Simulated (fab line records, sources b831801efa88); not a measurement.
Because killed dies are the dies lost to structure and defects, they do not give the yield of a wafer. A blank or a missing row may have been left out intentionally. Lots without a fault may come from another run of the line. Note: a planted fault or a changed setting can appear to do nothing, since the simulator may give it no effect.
Which tool was responsible? || flow gf180mcu || 14 lots with 42 wafers sampled at 3 steps, on a route of 602 steps

== WHAT THE GAUGES READ, wafer by wafer ==
GF_M4_RS_MEAS_05: measurement is done with a four-point probe.
{"lot": "L133", "measured": "day 22 08:34", "on": "film metro-03", "M4_ALCU_RS (ohm/sq)": "0.0699 0.0689 0.0696"}
{"lot": "L134", "measured": "day 22 19:44", "on": "film metro-03", "M4_ALCU_RS (ohm/sq)": "0.0706 0.0697 0.0702"}
{"lot": "L135", "measured": "day 23 04:27", "on": "film metro-03", "M4_ALCU_RS (ohm/sq)": "0.0699 0.0694 0.0696"}
{"lot": "L137", "measured": "day 24 01:53", "on": "film metro-02", "M4_ALCU_RS (ohm/sq)": "0.0700 0.0697 0.0697"}
{"lot": "L138", "measured": "day 24 06:56", "on": "film metro-04", "M4_ALCU_RS (ohm/sq)": "0.0688 0.0695 0.0686"}
{"lot": "L140", "measured": "day 25 01:29", "on": "film metro-04", "M4_ALCU_RS (ohm/sq)": "0.0690 0.0682 0.0687"}
{"lot": "L141", "measured": "day 25 09:43", "on": "film metro-04", "M4_ALCU_RS (ohm/sq)": "0.0702 0.0703 0.0691"}
{"lot": "L144", "measured": "day 26 12:06", "on": "film metro-03", "M4_ALCU_RS (ohm/sq)": "0.0690 0.0687 0.0690"}
{"lot": "L152", "measured": "day 28 17:04", "on": "film metro-03", "M4_ALCU_RS (ohm/sq)": "0.0696 0.0691 0.0686"}
{"lot": "L153", "measured": "day 28 22:08", "on": "film metro-02", "M4_ALCU_RS (ohm/sq)": "0.0690 0.0701 0.0704"}
{"lot": "L155", "measured": "day 29 11:25", "on": "film metro-02", "M4_ALCU_RS (ohm/sq)": "0.0687 0.0699 0.0698"}
{"lot": "L156", "measured": "day 29 18:46", "on": "film metro-03", "M4_ALCU_RS (ohm/sq)": "0.0692 0.0693 0.0689"}

== TOOL THAT RAN EACH LOT (tool first, then ch and the chambers of the sampled wafers, then the start) ==
{"lot": "L133", "GF_SALICIDE_WET_ETCH_07": "wet bench-03 ch 2, day 15 01:27", "GF_M4_SPUTTER_01": "pvd sputter-02, day 22 08:27"}
{"lot": "L134", "GF_SALICIDE_WET_ETCH_07": "wet bench-01 ch 0, day 15 10:53", "GF_M4_SPUTTER_01": "pvd sputter-04, day 22 19:34"}
{"lot": "L135", "GF_SALICIDE_WET_ETCH_07": "wet bench-03 ch 0, day 15 20:10", "GF_M4_SPUTTER_01": "pvd sputter-03, day 23 04:18"}
{"lot": "L137", "GF_SALICIDE_WET_ETCH_07": "wet bench-01 ch 1, day 16 16:35", "GF_M4_SPUTTER_01": "pvd sputter-04, day 24 01:44"}
{"lot": "L138", "GF_SALICIDE_WET_ETCH_07": "wet bench-01 ch 0, day 16 23:23", "GF_M4_SPUTTER_01": "pvd sputter-02, day 24 06:48"}
{"lot": "L140", "GF_SALICIDE_WET_ETCH_07": "wet bench-01 ch 0, day 17 15:25", "GF_M4_SPUTTER_01": "pvd sputter-02, day 25 01:21"}
{"lot": "L141", "GF_SALICIDE_WET_ETCH_07": "wet bench-04 ch 1, day 18 01:32", "GF_M4_SPUTTER_01": "pvd sputter-03, day 25 09:35"}
{"lot": "L142", "GF_SALICIDE_WET_ETCH_07": "wet bench-01 ch 0, day 18 08:51", "GF_M4_SPUTTER_01": "-"}
{"lot": "L143", "GF_SALICIDE_WET_ETCH_07": "wet bench-04 ch 2, day 18 21:30", "GF_M4_SPUTTER_01": "-"}
{"lot": "L144", "GF_SALICIDE_WET_ETCH_07": "wet bench-03 ch 0, day 19 07:11", "GF_M4_SPUTTER_01": "pvd sputter-04, day 26 11:56"}
{"lot": "L152", "GF_SALICIDE_WET_ETCH_07": "wet bench-01 ch 2, day 21 23:02", "GF_M4_SPUTTER_01": "pvd sputter-03, day 28 16:55"}
{"lot": "L153", "GF_SALICIDE_WET_ETCH_07": "wet bench-03 ch 3, day 22 06:22", "GF_M4_SPUTTER_01": "pvd sputter-03, day 28 21:59"}
{"lot": "L155", "GF_SALICIDE_WET_ETCH_07": "wet bench-01 ch 0, day 22 21:23", "GF_M4_SPUTTER_01": "pvd sputter-02, day 29 11:16"}
{"lot": "L156", "GF_SALICIDE_WET_ETCH_07": "wet bench-01 ch 3, day 23 07:02", "GF_M4_SPUTTER_01": "pvd sputter-03, day 29 18:39"}
- GF_SALICIDE_WET_ETCH_07: etches the open film in SPM, target depth 120 nm.
- GF_M4_SPUTTER_01: material TiN, target thk 30 nm, time 25 s.

== WHAT THE TOOLS THEMSELVES READ (means of the sampled wafers that have a number; where no wafer has one, the mark that the record gives instead) ==
GF_M4_SPUTTER_01.
{"lot": "L133", "tool": "pvd sputter-02", "throttle valve pct (%)": 29.4}
{"lot": "L134", "tool": "pvd sputter-04", "throttle valve pct (%)": 30.8}
{"lot": "L135", "tool": "pvd sputter-03", "throttle valve pct (%)": 29.6}
{"lot": "L137", "tool": "pvd sputter-04", "throttle valve pct (%)": 30.5}
{"lot": "L138", "tool": "pvd sputter-02", "throttle valve pct (%)": 30.4}
{"lot": "L140", "tool": "pvd sputter-02", "throttle valve pct (%)": 30.4}
{"lot": "L141", "tool": "pvd sputter-03", "throttle valve pct (%)": 29.2}
{"lot": "L144", "tool": "pvd sputter-04", "throttle valve pct (%)": 30.6}
{"lot": "L152", "tool": "pvd sputter-03", "throttle valve pct (%)": 29.2}
{"lot": "L153", "tool": "pvd sputter-03", "throttle valve pct (%)": 29.3}
{"lot": "L155", "tool": "pvd sputter-02", "throttle valve pct (%)": 28.9}
{"lot": "L156", "tool": "pvd sputter-03", "throttle valve pct (%)": 29.4}

== THE ANSWER, worked out from the rows above alone ==
Rule: usual is defined by the lots themselves. Put in order of their means at a reading, lots are off if they are a third of the lots or fewer, leave a main group of 4 or more, and stand apart from it by a gap of 3 or more times the standard deviation of the main group's means; of several such gaps the widest counts. The tables above print the reading to a certain number of digits; a main group whose means all agree to those digits is not used. A lot without any number at a reading at which 4 lots or more have one is off too. Any other lot the step has rows for is counted as sound. First the gauges in route order, then the tools' own readings, where a lot's mean is used as printed above. At the first step where some lot is off, the reading lying furthest off is the one used; lots without a number count as furthest.
No lot is off at any reading shown: from this, nothing can be told.

== WHAT THE SIMULATOR HAD PUT IN ==
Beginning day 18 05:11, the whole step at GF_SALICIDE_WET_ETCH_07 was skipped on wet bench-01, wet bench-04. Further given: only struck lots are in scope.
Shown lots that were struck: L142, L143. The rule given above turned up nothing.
